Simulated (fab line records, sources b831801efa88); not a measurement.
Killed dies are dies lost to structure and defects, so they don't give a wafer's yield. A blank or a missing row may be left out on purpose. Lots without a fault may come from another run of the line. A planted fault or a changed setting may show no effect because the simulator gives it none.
A struck lot beside a sound one | flow gf180mcu | 14 steps out of a route of 602
Sound: wafers L743.2, L743.4, L743.5. Struck: wafers L735.1, L735.3, L735.4. The cause comes at the end.
At each step with rows: each side's tool, then ch and its chambers, then its first start. Under that, the readings that differ: sound wafers | struck wafers | difference of the means | sigmas: that difference in standard deviations of wafers without a fault.
alike: readings whose means differ by less than 2 such deviations, and words and numbers that are the same on both sides. not compared: withheld readings, readings that some wafer has no value for, bounds like >300 that may hide the same value, and numbers for which the record gives no deviation and whose values overlap.
The two part at a step that has a row with sigmas, a row that says differs or no value, or rows on one side only. Numbers that don't overlap but have no deviation are shown without sigmas and don't part them. A reading that every wafer of one side lacks parts them only if that side has two wafers or more.

first, 4 steps without rows for these wafers: GF_HV_LDD_IMPLANT_33; GF_HV_LDD_IMPLANT_34; GF_HV_LDD_IMPLANT_35; GF_HV_LDD_IMPLANT_36.
GF_HV_LDD_STRIP_37: strips in O2/N2.
  sound on plasma_asher-01 ch 0,1, day 15 22:48; struck on plasma_asher-01 ch 0,1, day 13 12:56
  alike: drypump_motor_current_A, heater_power_w, oes_product_au, strip_time_to_endpoint_s
  not compared: rf_hours_counter_h
GF_HV_LDD_TW_MEAS_38:
  sound on film_metro-01, day 15 22:55; struck on film_metro-03, day 13 13:02
  alike: HV_LDD_3_TW
then, 6 steps without rows for these wafers: GF_HV_LDD_DEHYDRATE_39 (time 60 s); GF_HV_LDD_HMDS_40 (prime time 60 s); GF_HV_LDD_COAT_41 (resist thk 1000 nm); GF_HV_LDD_SOFTBAKE_42 (time 60 s); GF_HV_LDD_EXPOSE_43 (exposes mask Pplus HV AREA, target cd 400 nm); GF_HV_LDD_PEB_44.
GF_HV_LDD_DEVELOP_45: develop time 60 s.
  sound on litho_track-02 ch 0, day 16 20:37; struck on litho_track-02, day 14 09:47
  no value came back on the struck wafers for chill_plate_temp_C (C), develop_time_s (s); on the sound wafers chill_plate_temp_C (C) reads 23.04 22.94 23.04
GF_HV_LDD_CD_MEAS_46: target cd 400 nm.
  sound on cd_sem-02, day 16 20:45; struck on cd_sem-01, day 14 09:56
  reading    | sound             | struck | difference                    | sigmas
  cd_nm (nm) | 396.6 399.6 398.9 | - - -  | no value on the struck wafers |

WHERE THEY PART
First at GF_HV_LDD_DEVELOP_45; last, within this record, at GF_HV_LDD_CD_MEAS_46.

WHY: what the simulator had put in
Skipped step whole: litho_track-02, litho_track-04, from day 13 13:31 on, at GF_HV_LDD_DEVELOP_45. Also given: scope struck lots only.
